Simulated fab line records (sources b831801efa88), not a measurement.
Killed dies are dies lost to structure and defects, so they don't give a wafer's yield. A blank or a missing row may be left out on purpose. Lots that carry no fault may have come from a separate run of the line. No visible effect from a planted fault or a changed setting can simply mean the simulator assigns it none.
Matching of chambers + flow sfq-line + SFQ_TRILAYER_I0_CMP_CMP_028 on cmp-01 has 4 sister chambers
The step polishes SiO2. 14 wafers are shown with their chamber, then 6 later ones without.

WAFERS PAIRED WITH THEIR CHAMBERS
| wafer  | chamber | motor-current-A (A) | head-pressure-psi (psi) | platen-rpm (rpm) |
|--------|---------|---------------------|-------------------------|------------------|
| L282.2 | 2       | 11.5                | 2.998                   | 59.98            |
| L282.4 | 1       | 11.8                | 2.991                   | 59.98            |
| L282.5 | 2       | 11.5                | 3.000                   | 60.01            |
| L283.3 | 1       | 11.8                | 3.003                   | 59.96            |
| L283.4 | 3       | 11.3                | 3.001                   | 59.96            |
| L283.5 | 1       | 11.1                | 3.009                   | 60.03            |
| L286.3 | 0       | 9.3                 | 3.012                   | 60.03            |
| L286.5 | 3       | 11.0                | 3.002                   | 60.09            |
| L286.6 | 2       | 11.1                | 3.000                   | 59.96            |
| L288.2 | 3       | 11.4                | 2.996                   | 60.01            |
| L288.3 | 2       | 10.9                | 3.005                   | 60.01            |
| L299.2 | 3       | 11.2                | 3.002                   | 60.06            |
| L299.4 | 0       | 9.2                 | 3.012                   | 59.98            |
| L299.6 | 2       | 11.4                | 3.010                   | 60.00            |

SIGNATURES, as means of the wafers listed above
| reading           | chamber 0 | chamber 1 | chamber 2 | chamber 3 | scatter within a chamber |
|-------------------|-----------|-----------|-----------|-----------|--------------------------|
| motor-current-A   | 9.250     | 11.567    | 11.280    | 11.225    | 0.266                    |
| head-pressure-psi | 3.01200   | 3.00100   | 3.00260   | 3.00025   | 0.00537                  |
| platen-rpm        | 60.0050   | 59.9900   | 59.9920   | 60.0300   | 0.0394                   |
Rule: distance of a wafer from a chamber = root of the sum over the readings of ((wafer's reading minus chamber's mean) / reading's scatter) squared. If the next closest chamber is less than 2 further off than the closest, the wafer can't be placed; otherwise it belongs to the closest. The scatter: take each reading less its chamber's mean, square it, sum over the shown wafers, divide by the number of wafers less the number of chambers, and take the root.

WAFERS WITH NO CHAMBER GIVEN
| wafer  | motor-current-A (A) | head-pressure-psi (psi) | platen-rpm (rpm) |
|--------|---------------------|-------------------------|------------------|
| L300.2 | 12.6                | 2.993                   | 59.95            |
| L300.1 | 10.9                | 3.001                   | 59.99            |
| L300.5 | 11.2                | 3.002                   | 60.01            |
| L301.1 | 10.7                | 2.992                   | 60.06            |
| L301.2 | 11.5                | 3.012                   | 59.96            |
| L301.3 | 11.0                | 3.002                   | 60.00            |

CHAMBER TAKEN BY EACH
| wafer  | from the rows above          | in truth |
|--------|------------------------------|----------|
| L300.2 | can't be placed: 1 or 2 or 3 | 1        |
| L300.1 | can't be placed: 2 or 3 or 1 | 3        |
| L300.5 | can't be placed: 2 or 3 or 1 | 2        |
| L301.1 | can't be placed: 3 or 2 or 1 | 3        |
| L301.2 | can't be placed: 2 or 1 or 3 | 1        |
| L301.3 | can't be placed: 2 or 3 or 1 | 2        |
Correct placement for 0 of the 6. These rows do not allow placing 6 (true chamber among the candidates in 6). Number placed wrongly: 0.
